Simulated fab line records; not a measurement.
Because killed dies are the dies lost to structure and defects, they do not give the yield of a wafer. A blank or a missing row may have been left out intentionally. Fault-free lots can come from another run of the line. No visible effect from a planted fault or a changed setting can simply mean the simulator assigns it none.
Lot-split experiment    flow gf180mcu    5 lots, 23 wafers read, on a route of 602 steps

## THE SPLIT ITSELF
At GF_LVPWELL_COAT_02 (resist thk 3000 nm), the setting spin rpm was moved away from the recipe's 2000 rpm on 5 of the 23 wafers read, by -6.0% to -3.2%. The other wafers ran this setting at the recipe's value.

Reading taken at the split's own step.

## THE READING
coat_of_LVPWELL_COAT_02.thk nm (the simulator's own value, which no gauge read), in nm, at GF_LVPWELL_COAT_02 (resist thk 3000 nm). The file gives no usual value for it. Average 2999 nm, standard deviation 7.9 nm, over the 18 wafers here run with the recipe.

wafer   tool, chamber at the split  spin rpm as run, rpm  against the recipe  coat_of_LVPWELL_COAT_02.thk nm, nm  against lot-mates on the recipe
L076.1  litho track-04, 0           2000                  recipe              2999                                -
L076.5  litho track-04, 0           2000                  recipe              2994                                -
L076.6  litho track-04, 0           2000                  recipe              3003                                -
L078.1  litho track-03, 0           1880                  -6.0%               3097                                +89
L078.2  litho track-03, 0           2000                  recipe              3010                                -
L078.4  litho track-03, 0           1880                  -6.0%               3101                                +93
L078.5  litho track-03, 0           2000                  recipe              3009                                -
L078.6  litho track-03, 0           2000                  recipe              3005                                -
L082.1  litho track-03, 0           1936                  -3.2%               3044                                +48
L082.2  litho track-03, 0           1936                  -3.2%               3047                                +52
L082.3  litho track-03, 0           1936                  -3.2%               3046                                +50
L082.4  litho track-03, 0           2000                  recipe              2994                                -
L082.5  litho track-03, 0           2000                  recipe              2997                                -
L083.2  litho track-02, 0           2000                  recipe              2991                                -
L083.3  litho track-02, 0           2000                  recipe              2991                                -
L083.6  litho track-02, 0           2000                  recipe              2991                                -
L083.4  litho track-02, 0           2000                  recipe              2993                                -
L083.5  litho track-02, 0           2000                  recipe              2984                                -
L084.2  litho track-04, 0           2000                  recipe              3005                                -
L084.3  litho track-04, 0           2000                  recipe              3012                                -
L084.4  litho track-04, 0           2000                  recipe              3004                                -
L084.5  litho track-04, 0           2000                  recipe              2992                                -
L084.6  litho track-04, 0           2000                  recipe              3007                                -

FIT RESULTS
A straight line over all 23 wafers: coat_of_LVPWELL_COAT_02.thk nm changes by -16.1 nm for each +1% of spin rpm; r = -0.97; the points scatter about the line by 7.6 nm.
The same after taking each lot's own level away (the mean of its wafers on the recipe; 23 wafers): -15.3 nm for each +1%; r = -0.99; scatter 4 nm.
Per that fit: largest spin rpm move, reading shift of 92 nm.
The span of the lots' own levels, 2990.0 to 3008.0 nm, comes to 2.3 times the standard deviation stated above.
So the lot-to-lot level changes the slope little: the two slopes agree.
Check: with one of the wafers moved furthest among these (-6.0%) left out of the fit, the line predicts +93.5 nm for it against its lot-mates. It came out at +89 nm against them.

## THESE WAFERS: OTHER SPLITS
Other splits were also applied to these wafers ahead of the reading. Each is held against what the fit with the lots' levels taken away leaves over:
other split on the same wafers   wafers away from the commonest value  r with coat_of_LVPWELL_COAT_02.thk nm (lot level and that fit taken away)
GF_STI_OXIDATION_01 ox time s    10                                    -0.04
GF_STI_ETCH_13 time s            12                                    -0.14
GF_STI_WET_ETCH_26 time s        10                                    +0.03
GF_DNWELL_COAT_02 resist thk nm  4                                     +0.20
GF_NWELL_COAT_02 resist thk nm   4                                     +0.40
GF_NWELL_IMPLANT_09 dose cm2     7                                     +0.38

## THE WHOLE CHAIN: every reading that the file lists as answering this split, in the file's order
step                 what it does        reading                                                                          change (the file's fit)               r (the file's)
GF_LVPWELL_COAT_02   resist thk 3000 nm  coat_of_LVPWELL_COAT_02.thk nm (the simulator's own value, which no gauge read)  -15.3 nm for each +1% of the setting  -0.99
GF_LVPWELL_STRIP_10  strips in O2/N2     strip time to endpoint s                                                         withheld for each +1% of the setting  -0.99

## THE FILE'S OWN FIT
coat_of_LVPWELL_COAT_02.thk nm changes by -15.3 nm for each +1% of spin rpm, r = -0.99.
